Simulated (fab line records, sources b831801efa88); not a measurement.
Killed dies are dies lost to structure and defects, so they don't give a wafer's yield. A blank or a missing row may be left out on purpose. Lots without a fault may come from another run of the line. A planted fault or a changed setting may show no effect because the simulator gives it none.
fab line records | flow sky130
record lots=10 wafers=30 last_day=50
route steps=708 shown VIA3@574 METAL4@601 METAL5@676 PASSIVATION@681 PAD_OPEN@708
lots that met no fault: from a run of the same line without faults
start_h: hours from the record's first day to the start of the lot's first wafer shown | wait_h: hours since the lot's step before | " the same as in the row above | L1.1+2: a row that stands for several wafers | - no value, or no start given | * or withheld: withheld | < > ~ a bound
route shown NAME@n: a module of which the file shows steps, and the number in the route of the first | usual: mean/standard deviation of fault-free wafers | same: alike in all rows | chamber/n: place in a boat | sites: the reading at each site | _std_site: their standard deviation | _edge_site: outer sites' mean less inner sites' | radius_mm: how far each site lies from the wafer's centre | mask NAME#n: copy n | behind: the tool/chamber that last shaped the wafer | hold: why the lot was held/for how many hours/how that ended | device: the transistor (n, p or np) that didn't switch | end of line: the same wafers' tests at the end of the route | a step without rows: its recipe alone | killed: dies lost to structure and defects at the first sort, not the wafer's yield | map: a wafer's dies, x killed, . not, _ none there
set.NAME: the setting as run; set.NAME@STEP: as run at that earlier step | model.NAME: the simulator's own value behind a step, which no gauge read
steps of the route over a sample of lots; a table a step, a row a wafer
services: from which hour (start_h, from the record's first day; less than 0 if before it) a tool's chamber was out of use, for how many hours, and why
## steps
# step SKY_VIA3_THK_MEAS_01
# recipe reads=SiO2_of_VIA3_HDPCVD_00
# usual VIA3_HDPCVD_THK=1641/16
# columns lot.wafer tool chamber start_h wait_h VIA3_HDPCVD_THK[nm]
L377.1 film_metro-01 - 882.65 0.1 1651
L377.3 " - " " 1643
L377.5 " - " " 1644
L380.2 film_metro-02 - 915.34 0.1 1660
L380.3 " - " " 1645
L380.6 " - " " 1643
L383.2 film_metro-02 - 946.52 0.1 1656
L383.3 " - " " 1621
L383.4 " - " " 1634
L385.1 film_metro-04 - 962.24 0.1 1657
L385.2 " - " " 1640
L385.5 " - " " 1626
L389.1 film_metro-04 - 982.66 0.2 1645
L389.3 " - " " 1630
L389.4 " - " " 1661
L392.2 film_metro-04 - 1024.14 0.1 1642
L392.4 " - " " 1623
L392.5 " - " " 1623
L395.4 film_metro-04 - 1024.33 0.0 1623
L395.5 " - " " 1662
L395.6 " - " " 1664
L399.1 film_metro-04 - 1063.11 0.1 1664
L399.3 " - " " 1647
L399.6 " - " " 1668
L398.1 film_metro-04 - 1064.18 0.1 1649
L398.3 " - " " 1607
L398.6 " - " " 1638
L400.1 film_metro-01 - 1068.27 0.1 1640
L400.2 " - " " 1630
L400.3 " - " " 1674
# step SKY_METAL4_SPUTTER_03
# recipe material=Ti target_thk_nm=5 power_w=3000 time_s=3.3 chamber_pressure_pa=0.4
# usual chamber_pressure_pa=0.4001/0.00082 throttle_valve_pct=30.2/1.1
# columns lot.wafer tool chamber start_h wait_h chamber_pressure_pa throttle_valve_pct
L377.1 pvd_sputter-03 - 909.90 0.0 0.4003 28.6
L377.3 " - " " 0.4001 30.3
L377.5 " - " " 0.3997 31.0
L380.2 pvd_sputter-01 - 940.64 0.0 0.3998 29.4
L380.3 " - " " 0.4005 30.6
L380.6 " - " " 0.4001 30.5
L383.2 pvd_sputter-03 - 973.34 0.0 0.3991 28.5
L383.3 " - " " 0.4007 30.9
L383.4 " - " " 0.3990 29.6
L385.1 pvd_sputter-04 - 988.17 0.0 0.4007 32.2
L385.2 " - " " 0.4003 28.2
L385.5 " - " " 0.4010 32.2
L389.1 pvd_sputter-03 - 1008.72 0.0 0.4008 30.0
L389.3 " - " " 0.4003 28.1
L389.4 " - " " 0.3982 30.9
L392.2 pvd_sputter-04 - 1048.26 0.0 0.3996 29.5
L392.4 " - " " 0.3989 32.0
L392.5 " - " " 0.4002 31.9
L395.4 pvd_sputter-04 - 1048.52 0.0 0.4008 32.0
L395.5 " - " " 0.4006 32.0
L395.6 " - " " 0.4003 32.2
L399.1 pvd_sputter-01 - 1086.07 0.0 0.3995 30.4
L399.3 " - " " 0.3996 29.5
L399.6 " - " " 0.4000 30.5
L398.1 pvd_sputter-04 - 1086.97 0.0 0.4017 28.5
L398.3 " - " " 0.4008 29.4
L398.6 " - " " 0.4023 28.5
L400.1 pvd_sputter-01 - 1090.89 0.0 0.3992 30.3
L400.2 " - " " 0.4004 30.7
L400.3 " - " " 0.3998 29.5
# step SKY_METAL5_METAL_ETCH_15
# recipe target_depth_a=12600 stop_on=SiO2 over_etch_frac=0.2 time_s=252 chemistry=Cl2/BCl3 resist_sidewall_deg=86 pressure_mtorr=10 icp_w=900 bias_w=48.5 Cl2_flow_sccm=60 bcl3_flow_sccm=30
# usual bcl3_flow_sccm=30.00/0.1 bias_w=48.49/0.13 drypump_motor_current_A=5.7/0.34 mfc_cl2_sccm=59.98/0.16 oes_product_au=0.894/0.0045 rf_fwd_power_W=898.1/2.6 throttle_valve_pct=22.265/0.01
# columns lot.wafer tool chamber start_h wait_h bcl3_flow_sccm bias_w drypump_motor_current_A mfc_cl2_sccm oes_product_au rf_fwd_power_W rf_hours_counter_h throttle_valve_pct
L377.1 rie_metal-01 1 1009.25 0.0 29.90 48.66 5.8 59.86 0.890 894.6 11 22.257
L377.3 " 1 " " 30.07 48.39 5.8 59.92 0.898 900.7 - 22.263
L377.5 " 1 " " 29.98 48.60 5.8 59.85 0.893 899.1 - 22.258
L380.2 rie_metal-02 0 1037.56 0.0 29.79 48.55 4.9 60.11 0.896 893.9 0 22.263
L380.3 " 0 " " 29.91 48.49 4.9 60.03 0.898 901.6 - 22.257
L380.6 " 1 " " 29.73 48.42 5.8 60.13 0.890 900.2 - 22.261
L383.2 rie_metal-02 0 1065.97 0.0 29.95 48.30 4.9 59.96 0.891 896.0 2 22.282
L383.3 " 0 " " 30.05 48.31 4.9 59.85 0.891 897.2 - 22.272
L383.4 " 1 " " 30.03 48.34 5.8 60.05 0.899 897.4 - 22.282
L385.1 rie_metal-04 0 1078.50 0.0 29.89 48.25 5.5 59.86 0.893 897.6 14 22.258
L385.2 " 1 " " 30.04 48.46 6.2 60.25 0.898 897.0 18 22.255
L385.5 " 0 " " 29.98 48.25 5.5 59.85 0.886 900.1 - 22.247
L389.1 rie_metal-04 0 1098.85 0.0 29.92 48.46 5.5 59.96 0.892 898.7 15 22.280
L389.3 " 1 " " 30.20 48.61 6.2 59.91 0.893 896.5 - 22.259
L389.4 " 0 " " 29.78 48.71 5.5 59.97 0.891 898.2 - 22.260
L392.2 rie_metal-01 1 1133.85 0.0 - - - - - - - -
L392.4 " 1 " " - - - - - - - -
L392.5 " 1 " " - - - - - - - -
L395.4 rie_metal-04 1 1134.23 0.1 - - - - - - - -
L395.5 " 0 " " - - - - - - - -
L395.6 " 1 " " - - - - - - - -
L399.1 rie_metal-02 1 1164.95 0.0 29.99 48.60 5.8 60.11 0.884 900.2 23 22.258
L399.3 " 1 " " 30.14 48.32 5.8 59.94 0.897 896.4 - 22.271
L399.6 " 1 " " 29.97 48.38 5.8 59.99 0.887 898.6 - 22.265
L398.1 rie_metal-01 0 1165.60 0.0 29.93 48.38 5.9 59.92 0.890 897.2 24 22.274
L398.3 " 1 " " 30.03 48.63 5.8 60.07 0.901 895.0 - 22.265
L398.6 " 1 " " 30.03 48.59 5.8 60.16 0.891 898.0 - 22.268
L400.1 rie_metal-01 1 1169.50 0.0 30.10 48.59 5.8 59.90 0.890 894.8 23 22.255
L400.2 " 0 " " 30.17 48.28 5.9 59.95 0.893 898.0 24 22.274
L400.3 " 1 " " 29.86 48.54 5.8 59.84 0.889 897.8 - 22.258
# step SKY_METAL5_STRIP_16
# recipe chemistry=O2/N2 power_w=1400 pressure_mtorr=1500 platen_temp_c=withheld o2_flow_sccm=3000 n2_flow_sccm=300 overash_fraction=0.5
# usual drypump_motor_current_A=5.6/0.37 n2_flow_sccm=300.2/0.96 oes_product_au=0.710/0.004 strip_time_to_endpoint_s=13.14/0.11
# same overash_fraction=0.5
# columns lot.wafer tool chamber start_h wait_h drypump_motor_current_A n2_flow_sccm oes_product_au rf_hours_counter_h strip_time_to_endpoint_s
L377.1 plasma_asher-01 1 1009.48 0.2 5.2 300.9 0.715 105 13.10
L377.3 " 0 " " 5.1 299.9 0.713 - 13.16
L377.5 " 0 " " 5.1 300.1 0.717 - 13.15
L380.2 plasma_asher-01 0 1037.87 0.2 5.2 300.7 0.709 108 13.22
L380.3 " 0 " " 5.2 301.3 0.706 - 13.23
L380.6 " 1 " " 5.2 299.1 0.714 - 12.93
L383.2 plasma_asher-02 0 1066.21 0.2 5.9 297.9 0.709 64 13.20
L383.3 " 1 " " 6.1 300.4 0.714 - 13.15
L383.4 " 0 " " 5.9 298.2 0.706 - 13.11
L385.1 plasma_asher-02 0 1078.73 0.2 5.9 301.9 0.713 66 13.18
L385.2 " 1 " " 6.1 299.8 0.712 66 12.89
L385.5 " 1 " " 6.2 299.8 0.713 - 13.07
L389.1 plasma_asher-02 1 1099.08 0.2 6.1 299.9 0.715 67 13.11
L389.3 " 1 " " 6.1 299.3 0.705 - 12.97
L389.4 " 0 " " 5.9 298.9 0.708 - 13.12
L392.2 plasma_asher-01 1 1134.08 0.2 5.2 299.0 0.711 7 21.58
L392.4 " 1 " " 5.2 299.8 0.713 - 21.55
L392.5 " 0 " " 5.2 299.8 0.715 - 21.61
L395.4 plasma_asher-02 1 1134.42 0.1 6.1 301.0 0.708 - 21.54
L395.5 " 0 " " 5.9 299.6 0.712 - 21.61
L395.6 " 1 " " 6.1 300.4 0.713 - 21.58
L399.1 plasma_asher-04 1 1165.19 0.2 5.9 298.7 0.706 41 13.24
L399.3 " 1 " " 5.9 300.1 0.711 - 13.10
L399.6 " 0 " " 5.6 301.2 0.706 - 13.15
L398.1 plasma_asher-02 0 1165.83 0.2 5.8 299.7 0.715 74 13.24
L398.3 " 1 " " 6.1 299.1 0.702 - 13.18
L398.6 " 1 " " 6.1 299.1 0.716 - 13.20
L400.1 plasma_asher-04 1 1169.74 0.2 5.9 299.8 0.721 42 13.27
L400.2 " 0 " " 5.6 299.4 0.710 42 13.36
L400.3 " 0 " " 5.5 299.9 0.708 - 13.39
# step SKY_PASSIVATION_CVD_00
# recipe material=SiO2 target_thk_nm=90 temp_c=400 time_s=withheld rf_w=600
# usual heater_power_w=659/92 rf_fwd_power_W=586.6/3
# columns lot.wafer tool chamber start_h wait_h heater_power_w rf_fwd_power_W
L377.1 pecvd-03 1 1010.08 0.0 850 593.4
L377.3 " 2 " " 790 590.1
L377.5 " 0 " " 733 585.3
L380.2 pecvd-02 0 1038.46 0.0 683 584.8
L380.3 " 2 " " 599 584.9
L380.6 " 0 " " 671 584.5
L383.2 pecvd-03 0 1067.23 0.0 784 588.3
L383.3 " 1 " " 864 591.5
L383.4 " 0 " " 771 587.2
L385.1 pecvd-02 0 1079.32 0.0 704 583.3
L385.2 " 1 " " 730 589.9
L385.5 " 1 " " 739 586.8
L389.1 pecvd-04 2 1099.68 0.0 606 583.8
L389.3 " 0 " " 582 581.4
L389.4 " 0 " " 599 584.6
L399.1 pecvd-04 2 1165.78 0.0 552 581.7
L399.3 " 0 " " 679 583.3
L399.6 " 1 " " 565 591.7
L398.1 pecvd-02 2 1166.47 0.0 546 585.0
L398.3 " 1 " " 712 585.9
L398.6 " 1 " " 702 583.6
L400.1 pecvd-04 2 1170.33 0.0 579 585.6
L400.2 " 0 " " 544 586.9
L400.3 " 1 " " 581 593.8
# step SKY_PAD_OPEN_PROBE_99
# usual defect_limited_yield=82.7/1.9 killed_at_M0_to_M3=43/6.6 killed_at_M4_up=3.1/1.6 killed_at_contacts=23/5.6 killed_at_front_end=15/4.2 killed_at_other=0.2/0.43 killed_dies=85/9.3 killed_on_rim=17/3.6 killed_open=46/6.6 killed_short=39/6.2 sort_bin_3_pad_short=0.8/0.37 sort_bin_5_function=10.2/1.5 sort_bin_6_memory=6.2/1.1 sort_n_pass=407/9.3 sort_yield_pct=82.7/1.9
# same gross_dies=492 killed_at_back_side=0 sort_bin_4_leakage[%]=0 sort_bin_8_speed[%]=0
# columns lot.wafer tool chamber start_h wait_h defect_limited_yield[%] killed_at_M0_to_M3 killed_at_M4_up killed_at_contacts killed_at_front_end killed_at_other killed_dies killed_on_rim killed_open killed_short sort_bin_3_pad_short[%] sort_bin_5_function[%] sort_bin_6_memory[%] sort_n_pass sort_yield_pct[%]
L383.2 prober-01 - 1110.48 0.1 79.7 46 4 28 22 0 100 19 57 43 1.6 11.4 7.3 392 79.7
L383.3 prober-01 - 1110.53 0.2 82.9 46 3 22 13 0 84 15 50 34 1.0 11.2 4.9 408 82.9
L383.4 prober-01 - 1110.58 0.2 80.5 57 1 22 16 0 96 24 53 43 0.8 10.8 7.9 396 80.5
L389.1 prober-01 - 1141.25 0.1 84.6 42 1 23 9 1 76 12 44 32 0.2 10.6 4.7 416 84.6
L389.3 prober-01 - 1141.35 0.2 79.5 45 4 31 21 0 101 21 57 44 1.0 12.2 7.3 391 79.5
L389.4 prober-01 - 1141.40 0.2 86.2 23 1 23 21 0 68 13 40 28 0.4 9.3 4.1 424 86.2
L392.2 prober-01 - 1172.98 0.1 0 37 423 19 13 0 492 96 45 27 0.6 93.9 5.5 0 0
L392.4 prober-01 - 1173.08 0.2 0 45 414 18 15 0 492 96 43 38 1.0 93.7 5.3 0 0
L392.5 prober-01 - 1173.13 0.2 0 30 413 31 18 0 492 96 40 43 0.6 92.3 7.1 0 0
L395.4 prober-01 - 1174.58 0.2 0 41 412 24 14 1 492 96 37 51 1.2 94.9 3.9 0 0
L395.5 prober-01 - 1174.63 0.2 0 57 406 13 16 0 492 96 51 40 1.6 91.1 7.3 0 0
L395.6 prober-01 - 1174.68 0.2 0 46 414 16 16 0 492 96 46 34 0.6 95.3 4.1 0 0
# killed by level:class
L383.2 CONTACT:geometric_particle:open=9 VIA2:geometric_particle:open=9 LI_CONTACT:geometric_particle:open=8 VIA1:geometric_particle:open=8 CONTACT:geometric_particle:short=6 METAL1:geometric_particle:short=6 FIELD_ISO:geometric_particle:open=5 FIELD_ISO:geometric_particle:short=5
L383.3 METAL1:geometric_particle:short=9 VIA2:geometric_particle:open=9 CONTACT:geometric_particle:open=7 VIA1:geometric_particle:open=7 VIA3:geometric_particle:open=6 LI_CONTACT:geometric_particle:open=6 CONTACT:geometric_particle:short=5 POLY_GATE:geometric_particle:open=4
L383.4 VIA1:geometric_particle:open=12 METAL2:geometric_particle:short=11 LI_CONTACT:geometric_particle:open=10 VIA2:geometric_particle:open=8 VIA1:geometric_particle:short=7 VIA3:geometric_particle:open=6 CONTACT:geometric_particle:open=5 CONTACT:geometric_particle:short=5
L389.1 VIA1:geometric_particle:open=12 CONTACT:geometric_particle:open=7 FIELD_ISO:geometric_particle:short=5 METAL2:geometric_particle:short=5 LI_CONTACT:geometric_particle:open=5 CONTACT:geometric_particle:short=4 VIA1:geometric_particle:short=4 VIA2:geometric_particle:open=4
L389.3 CONTACT:geometric_particle:open=15 VIA1:geometric_particle:open=11 CONTACT:geometric_particle:short=7 VIA2:geometric_particle:open=7 VIA1:geometric_particle:short=6 METAL3:geometric_particle:short=5 LOCAL_INTERCONNECT:geometric_particle:short=5 VIA3:geometric_particle:open=5
L389.4 CONTACT:geometric_particle:open=8 LI_CONTACT:geometric_particle:open=7 VIA1:geometric_particle:open=6 FIELD_ISO:geometric_particle:short=5 FIELD_ISO:geometric_particle:open=5 POLY_GATE:geometric_particle:short=4 VIA3:geometric_particle:short=4 VIA1:geometric_particle:short=4
L392.2 METAL5:area_etch=420 LI_CONTACT:geometric_particle:open=9 FIELD_ISO:geometric_particle:open=8 VIA1:geometric_particle:open=8 VIA2:geometric_particle:open=8 METAL2:geometric_particle:short=5 VIA3:geometric_particle:short=5 CONTACT:geometric_particle:open=4
L392.4 METAL5:area_etch=411 VIA1:geometric_particle:open=12 VIA3:geometric_particle:open=9 CONTACT:geometric_particle:open=6 CONTACT:geometric_particle:short=6 VIA1:geometric_particle:short=6 FIELD_ISO:geometric_particle:short=4 METAL2:geometric_particle:short=4
L392.5 METAL5:area_etch=409 CONTACT:geometric_particle:open=9 VIA1:geometric_particle:open=9 POLY_GATE:geometric_particle:short=7 LI_CONTACT:geometric_particle:open=6 LOCAL_INTERCONNECT:geometric_particle:short=6 CONTACT:geometric_particle:short=5 SPACER:geometric_particle:short=4
L395.4 METAL5:area_etch=404 VIA1:geometric_particle:open=10 METAL2:geometric_particle:short=8 LI_CONTACT:geometric_particle:open=7 METAL1:geometric_particle:short=6 CONTACT:geometric_particle:open=6 FIELD_ISO:geometric_particle:short=5 POLY_GATE:geometric_particle:short=5
L395.5 METAL5:area_etch=401 VIA3:geometric_particle:open=13 VIA1:geometric_particle:open=9 METAL1:geometric_particle:short=8 FIELD_ISO:geometric_particle:short=7 VIA2:geometric_particle:open=7 METAL2:geometric_particle:short=6 CONTACT:geometric_particle:open=5
L395.6 METAL5:area_etch=412 VIA1:geometric_particle:open=15 VIA3:geometric_particle:open=7 FIELD_ISO:geometric_particle:short=6 LI_CONTACT:geometric_particle:open=5 VIA2:geometric_particle:open=5 CONTACT:geometric_particle:short=4 METAL2:geometric_particle:short=4
## services
# columns tool chamber start_h hours kind
pecvd-02 - 885.99 1.2 repair
pvd_sputter-01 - 892.39 7.3 repair
plasma_asher-01 - 898.01 2.8 pm
rie_metal-02 0 898.25 75.1 repair
pvd_sputter-04 - 905.54 3.6 repair
pecvd-04 - 918.08 0.8 repair
pvd_sputter-03 - 983.43 1.9 repair
pvd_sputter-01 - 984.57 1.2 repair
plasma_asher-01 - 989.01 1.1 repair
pecvd-04 - 1003.71 0.5 repair
pvd_sputter-01 - 1015.28 2.1 repair
pvd_sputter-03 - 1017.08 2.3 repair
rie_metal-01 - 1036.10 0.6 repair
pvd_sputter-04 - 1036.32 7.4 repair
rie_metal-02 - 1043.40 0.2 repair
plasma_asher-01 - 1055.30 9.0 pm
pvd_sputter-01 - 1058.95 10.0 repair
plasma_asher-02 - 1105.56 1.1 repair
rie_metal-02 0 1118.53 26.2 repair
rie_metal-02 - 1129.18 14.6 pm
plasma_asher-02 - 1135.13 0.7 repair
pecvd-02 - 1141.87 0.9 repair
rie_metal-01 - 1146.86 0.3 repair
plasma_asher-01 - 1165.38 0.8 repair
## key
first_sign step=SKY_METAL5_METAL_ETCH_15 reading=tool_record direction=missing
effect step=SKY_METAL5_STRIP_16 reading=strip_time_to_endpoint_s direction=up sigmas=77 usual=* struck=*
effect step=SKY_PAD_OPEN_PROBE_99 reading=killed_at_M4_up direction=up sigmas=99+ usual=3.1 struck=413.7
more_kills_born_at SKY_METAL5_METAL_ETCH_15@rie_metal-01=1240 SKY_METAL5_METAL_ETCH_15@rie_metal-04=1217
met_at SKY_METAL5_METAL_ETCH_15
struck_lots L392,L395
later_rows_left_out L392.2,L392.4,L392.5,L395.4,L395.5,L395.6
not_acting_at SKY_VIA3_THK_MEAS_01,SKY_METAL4_SPUTTER_03,SKY_PASSIVATION_CVD_00
onset_between 1098.85 1133.85
fault kind=skipped_step_whole tool=rie_metal-01,rie_metal-04 chamber=- onset_h=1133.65 steps=SKY_METAL5_METAL_ETCH_15 scope=struck_lots_only
# later_rows_left_out: the simulator's readings of these wafers behind a module that went badly wrong aren't trusted and aren't shown, but for the sort
